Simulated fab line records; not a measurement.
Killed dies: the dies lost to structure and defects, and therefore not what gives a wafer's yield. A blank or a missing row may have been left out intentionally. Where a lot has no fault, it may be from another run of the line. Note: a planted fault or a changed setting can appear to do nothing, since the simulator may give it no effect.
Which of the tools did it? | flow gf180mcu | Sampling: 12 lots, 36 wafers, 6 of 602 route steps

## WHAT THE GAUGES READ, wafer by wafer
GF_STI_THK_MEAS_22. Usual: STI_OXIDATION_01_THK gives 15.13 nm (standard deviation 0.24).
lot  | measured    | on            | STI_OXIDATION_01_THK (nm) | flag
L496 | day 2 03:58 | film metro-03 | 15.22 14.84 15.04         |
L497 | day 2 08:38 | film metro-03 | 14.63 14.85 14.59         |
L499 | day 2 21:24 | film metro-03 | 15.32 15.37 15.24         |
L501 | day 3 08:11 | film metro-04 | 15.01 15.02 15.07         |
L502 | day 3 17:44 | film metro-03 | 15.27 15.11 15.57         |
L503 | day 3 17:46 | film metro-02 | 15.44 15.37 15.38         |
L510 | day 5 04:17 | film metro-02 | 15.02 15.08 14.93         |
L511 | day 5 10:23 | film metro-03 | 15.05 15.34 15.22         |
L513 | day 5 19:42 | film metro-04 | 15.25 15.29 15.39         |
L514 | day 6 01:48 | film metro-04 | 14.78 14.93 14.89         |
L515 | day 6 05:50 | film metro-03 | 15.27 15.24 15.50         |
L518 | day 6 22:28 | film metro-03 | 15.11 15.08 15.33         |

GF_NWELL_TW_MEAS_11. Usual: NWELL_TW gives 1571 (standard deviation 7.6).
lot  | measured    | on            | NWELL_TW       | flag
L496 | day 3 07:57 | film metro-01 | 1579 1577 1567 |
L497 | day 3 11:56 | film metro-01 | 1584 1569 1579 |
L499 | day 4 06:39 | film metro-01 | 1582 1575 1584 |
L501 | day 4 20:45 | film metro-01 | 1569 1569 1573 |
L502 | day 5 01:54 | film metro-04 | 1572 1565 1572 |
L503 | day 5 01:13 | film metro-02 | 1582 1584 1578 |
L510 | day 6 14:44 | film metro-01 | 1737 1740 1741 | OFF
L511 | day 6 20:20 | film metro-04 | 1740 1745 1753 | OFF
L513 | day 7 06:25 | film metro-02 | 1562 1556 1568 |
L514 | day 7 13:24 | film metro-01 | 1565 1577 1578 |
L515 | day 7 17:19 | film metro-02 | 1567 1554 1559 |
L518 | day 8 11:22 | film metro-02 | 1563 1568 1567 |

GF_MVPSD_OVL_MEAS_07. Usual: MVPSD_OVL gives 0.5 nm (standard deviation 1.5).
lot  | measured     | on         | MVPSD_OVL (nm) | flag
L496 | day 5 01:33  | overlay-01 | 1.9 2.0 2.3    |
L497 | day 5 06:00  | overlay-01 | 2.9 -1.4 -1.0  |
L499 | day 6 04:05  | overlay-02 | -1.4 -1.0 -1.6 |
L501 | day 6 19:19  | overlay-02 | 1.2 -0.4 1.3   |
L502 | day 6 23:50  | overlay-01 | -0.8 -1.7 -1.7 |
L503 | day 6 23:04  | overlay-01 | 2.7 0.0 1.6    |
L510 | day 8 16:15  | overlay-02 | 0.1 0.7 2.5    |
L511 | day 8 23:33  | overlay-02 | -1.2 -2.1 -2.1 |
L513 | day 9 09:22  | overlay-02 | -0.2 1.7 1.3   |
L514 | day 9 17:34  | overlay-01 | 3.5 1.4 2.3    |
L515 | day 9 20:41  | overlay-01 | 1.1 2.1 0.8    |
L518 | day 10 16:48 | overlay-01 | 3.1 0.7 1.5    |

GF_VT_IMPLANT_RS_MEAS_47: a four-point-probe measurement. Usual: NWELL_RS gives 487.8 ohm/sq (standard deviation 1.1).
lot  | measured     | on            | NWELL_RS (ohm/sq) | flag
L496 | day 7 15:27  | film metro-04 | 489.7 489.6 489.2 |
L497 | day 7 21:51  | film metro-01 | 487.8 488.2 488.9 |
L499 | day 8 21:59  | film metro-01 | 485.5 488.6 487.6 |
L501 | day 9 16:10  | film metro-04 | 488.2 486.6 486.9 |
L502 | day 9 19:50  | film metro-04 | 485.9 486.2 486.6 |
L503 | day 9 18:19  | film metro-04 | 487.6 486.7 487.1 |
L510 | day 11 17:23 | film metro-02 | 646.9 647.2 647.7 | OFF
L511 | day 12 01:17 | film metro-04 | 648.1 647.4 647.0 | OFF
L513 | day 12 12:17 | film metro-02 | 489.6 489.5 488.9 |
L514 | day 12 22:29 | film metro-02 | 485.9 486.1 486.6 |
L515 | day 13 03:02 | film metro-01 | 486.2 487.0 487.4 |
L518 | day 14 00:02 | film metro-01 | 488.2 489.5 489.6 |

## WHICH TOOL RAN EACH LOT (tool, then ch and the chambers of the sampled wafers, then the start)
lot  | GF_DNWELL_STRIP_08                  | GF_NWELL_IMPLANT_08
L496 | plasma asher-02 ch 0,1, day 2 18:45 | implanter-01 ch 0, day 3 07:33
L497 | plasma asher-04 ch 0,1, day 2 23:22 | implanter-04 ch 0, day 3 11:32
L499 | plasma asher-02 ch 0, day 3 16:20   | implanter-04 ch 0, day 4 06:16
L501 | plasma asher-02 ch 0,1, day 4 05:42 | implanter-01 ch 0, day 4 20:22
L502 | plasma asher-04 ch 0, day 4 11:09   | implanter-04 ch 0, day 5 01:30
L503 | plasma asher-03 ch 0,1, day 4 11:03 | implanter-03 ch 0, day 5 00:51
L510 | plasma asher-02 ch 0,1, day 5 23:18 | implanter-03 ch 0, day 6 14:20
L511 | plasma asher-02 ch 0,1, day 6 04:27 | implanter-03 ch 0, day 6 19:56
L513 | plasma asher-02 ch 0,1, day 6 14:07 | implanter-04 ch 0, day 7 06:01
L514 | plasma asher-03 ch 0,1, day 6 20:26 | implanter-01 ch 0, day 7 13:02
L515 | plasma asher-04 ch 0,1, day 7 00:56 | implanter-01 ch 0, day 7 16:57
L518 | plasma asher-02 ch 0,1, day 7 18:15 | implanter-01 ch 0, day 8 10:58
- GF_DNWELL_STRIP_08: strips in O2/N2.
- GF_NWELL_IMPLANT_08

## WHAT THE TOOLS THEMSELVES READ (means of the sampled wafers that have a number; where no wafer has one, the mark that the record gives instead)
GF_DNWELL_STRIP_08. Usual: drypump motor current A 5.8 A, standard deviation 0.5; heater power w 334 W, standard deviation 29; oes product au 0.722 a.u., standard deviation 0.005; strip time to endpoint s 36.95 s, standard deviation 0.095.
lot  | tool            | drypump motor current A (A) | heater power w (W) | oes product au (a.u.) | strip time to endpoint s (s) | flag
L496 | plasma asher-02 | 5.9                         | 332                | 0.724                 | 36.91                        |
L497 | plasma asher-04 | 5.6                         | 370                | 0.726                 | 36.92                        |
L499 | plasma asher-02 | 5.6                         | 343                | 0.726                 | 37.03                        |
L501 | plasma asher-02 | 5.9                         | 327                | 0.725                 | 36.90                        |
L502 | plasma asher-04 | 5.2                         | 351                | 0.718                 | 37.06                        |
L503 | plasma asher-03 | 5.5                         | 301                | 0.720                 | 36.85                        |
L510 | plasma asher-02 | 6.2                         | 327                | 0.720                 | 36.99                        |
L511 | plasma asher-02 | 5.9                         | 336                | 0.724                 | 37.03                        |
L513 | plasma asher-02 | 5.9                         | 325                | 0.723                 | 36.85                        |
L514 | plasma asher-03 | 5.4                         | 306                | 0.716                 | 37.04                        |
L515 | plasma asher-04 | 6.0                         | 380                | 0.721                 | 36.87                        |
L518 | plasma asher-02 | 6.2                         | 328                | 0.723                 | 36.83                        |

GF_NWELL_IMPLANT_08. Usual: beam on s 9.97 s, standard deviation 0.21; dose ions cm2 1.4998e+13, standard deviation 1.9e+10; tilt deg 0.001 degrees, standard deviation 0.02.
lot  | tool         | beam on s (s) | dose ions cm2 | tilt deg (degrees) | flag
L496 | implanter-01 | 9.99          | 1.5019e+13    | 0.025              |
L497 | implanter-04 | 9.89          | 1.4982e+13    | -0.016             |
L499 | implanter-04 | 10.01         | 1.4992e+13    | 0.000              |
L501 | implanter-01 | 10.30         | 1.4992e+13    | 0.006              |
L502 | implanter-04 | 9.84          | 1.4983e+13    | -0.002             |
L503 | implanter-03 | 9.80          | 1.5019e+13    | -0.011             |
L510 | implanter-03 | 9.88          | 1.5009e+13    | 4.592              | OFF
L511 | implanter-03 | 9.72          | 1.5022e+13    | 4.611              | OFF
L513 | implanter-04 | 9.98          | 1.5011e+13    | 0.021              |
L514 | implanter-01 | 9.92          | 1.4985e+13    | -0.015             |
L515 | implanter-01 | 10.00         | 1.5004e+13    | 0.014              |
L518 | implanter-01 | 10.29         | 1.5010e+13    | 0.004              |

## THE ANSWER, worked out from the rows above alone
Rule: a lot is off if the mean of its wafers that have a number lies more than 3 standard deviations from the usual mean. Also off: a lot with no number at a reading for which 4 or more lots have one. Where the step has rows for the other lots, those lots are counted as sound. After the gauges, taken in route order, come the tools' own readings; for these a lot's mean is taken, as printed above. The first step at which some lot is off is used, and at that step the reading that is off furthest; a lot without a number counts as furthest.
Off: L510, L511, at GF_NWELL_TW_MEAS_11 (NWELL_TW).
If a tool, at a process step before that reading, ran all the lots that are off and no sound lot after the first of them, it fits. Not tried: the gauges at GF_NWELL_TW_MEAS_11; whatever is off there is also off at GF_NWELL_IMPLANT_08, on other tools, and gauge error can't account for it. One candidate fits, namely implanter-03 at GF_NWELL_IMPLANT_08. A fault onset in the window from L503 (day 5 00:51, its last sound lot) to L510 (day 6 14:20, its first lot off) fits.
The tool's own readings at GF_NWELL_IMPLANT_08 bear it out: on the lots that are off they differ by more than 5 times the standard deviation of the sound lots' means. tilt deg reads 4.601 degrees there against 0.003 degrees on the sound lots.

## WHAT THE SIMULATOR HAD PUT IN
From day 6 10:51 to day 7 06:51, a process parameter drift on implanter-03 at GF_NWELL_IMPLANT_08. The setting tilt deg was moved by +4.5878, starting from 0. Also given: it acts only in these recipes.
Shown lots that were struck: L510, L511. The rule above found the same.
